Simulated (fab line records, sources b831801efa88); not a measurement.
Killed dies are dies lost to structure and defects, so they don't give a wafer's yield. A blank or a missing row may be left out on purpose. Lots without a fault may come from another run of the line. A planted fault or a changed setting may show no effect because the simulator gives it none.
A struck lot beside a sound one | flow sky130 | 15 steps out of a route of 708
Sound: wafers L870.2, L870.4, L870.5. Struck: wafers L873.1, L873.6. (L873.3 of the same lot was not struck and is left out.) The cause comes at the end.
At each step with rows: each side's tool, then ch and its chambers, then its first start. Under that, the readings that differ: sound wafers | struck wafers | difference of the means | sigmas: that difference in standard deviations of wafers without a fault.
alike: readings whose means differ by less than 2 such deviations, and words and numbers that are the same on both sides. not compared: withheld readings, readings that some wafer has no value for, bounds like >300 that may hide the same value, and numbers for which the record gives no deviation and whose values overlap.
The two part at a step that has a row with sigmas, a row that says differs or no value, or rows on one side only. Numbers that don't overlap but have no deviation are shown without sigmas and don't part them. A reading that every wafer of one side lacks parts them only if that side has two wafers or more.

first, 4 steps without rows for these wafers: SKY_VIA3_STRIP_16 (strips in O2/N2); SKY_VIA3_STRIP_17 (strips in post etch residue remover, time 1200 s); SKY_VIA3_CLEAN_18 (cleans in IPA, time 180 s); SKY_VIA3_CLEAN_19 (cleans in O3/DIW).
SKY_VIA3_SPUTTER_20: material TiN, target thk 20 nm, time 80 s.
  sound on pvd_sputter-03, day 42 19:52; struck on pvd_sputter-03, day 44 00:26
  alike: throttle_valve_pct
then, 1 step without rows for these wafers: SKY_VIA3_CVD_21 (deposits W, target thk 390 nm, time 117.31 s).
SKY_VIA3_RS_MEAS_22: measures by four-point-probe.
  sound on film_metro-03, day 42 20:05; struck on film_metro-02, day 44 00:48
  alike: VIA3_W_RS
SKY_VIA3_THK_MEAS_23: measures by xrf.
  sound on film_metro-03, day 42 20:11; struck on film_metro-02, day 44 00:55
  alike: VIA3_W_THK
SKY_VIA3_CMP_24: polishes, stops on SiO2, t overpolish 20 s, target thk 0 nm.
  sound on cmp-01 ch 0,2,3, day 42 20:14; struck on cmp-02 ch 1,3, day 44 01:12
  alike: motor_current_A, overpolish_run_s, time_to_endpoint_s
SKY_METAL4_SPUTTER_00: material Ti, target thk 15 nm, time 10 s.
  sound on pvd_sputter-01, day 42 20:32; struck on pvd_sputter-04, day 44 01:24
  alike: throttle_valve_pct
SKY_METAL4_SPUTTER_01: material TiN, target thk 20 nm, time 16.7 s.
  sound on pvd_sputter-01, day 42 20:34; struck on pvd_sputter-04, day 44 01:25
  alike: throttle_valve_pct
SKY_METAL4_SPUTTER_02: material AlCu, target thk 735 nm, time 39.1 s.
  sound on pvd_sputter-01, day 42 20:35; struck on pvd_sputter-04, day 44 01:27
  alike: throttle_valve_pct
SKY_METAL4_SPUTTER_03: material Ti, target thk 5 nm, time 3.3 s.
  sound on pvd_sputter-01, day 42 20:37; struck on pvd_sputter-04, day 44 01:29
  reading                                   | sound             | struck      | difference | sigmas
  model.Ti_of_METAL4_SPUTTER_03.thk_nm (nm) | 4.923 5.135 4.918 | 3.802 3.796 | -1.193     |
  alike: throttle_valve_pct
then, 1 step without rows for these wafers: SKY_METAL4_SPUTTER_04 (material TiN, target thk 70 nm, time 58.3 s).
-- the record jumps here: 5 days lie between the struck wafers' starts before and after (it left off in module METAL4 and takes up again in module PAD_OPEN, whose first step shown is number 708 of the route) --
SKY_PAD_OPEN_PROBE_99:
  sound on prober-01, day 48 08:35; struck on prober-01, day 49 11:28
  alike: defect_limited_yield, killed_at_M0_to_M3, killed_at_M4_up, killed_at_contacts, killed_at_front_end, killed_at_other, killed_dies, killed_on_rim, killed_open, killed_short, sort_bin_3_pad_short, sort_bin_5_function, sort_bin_6_memory, sort_n_pass, sort_yield_pct

WHERE THEY PART
Nowhere in this record.

WHY: what the simulator had put in
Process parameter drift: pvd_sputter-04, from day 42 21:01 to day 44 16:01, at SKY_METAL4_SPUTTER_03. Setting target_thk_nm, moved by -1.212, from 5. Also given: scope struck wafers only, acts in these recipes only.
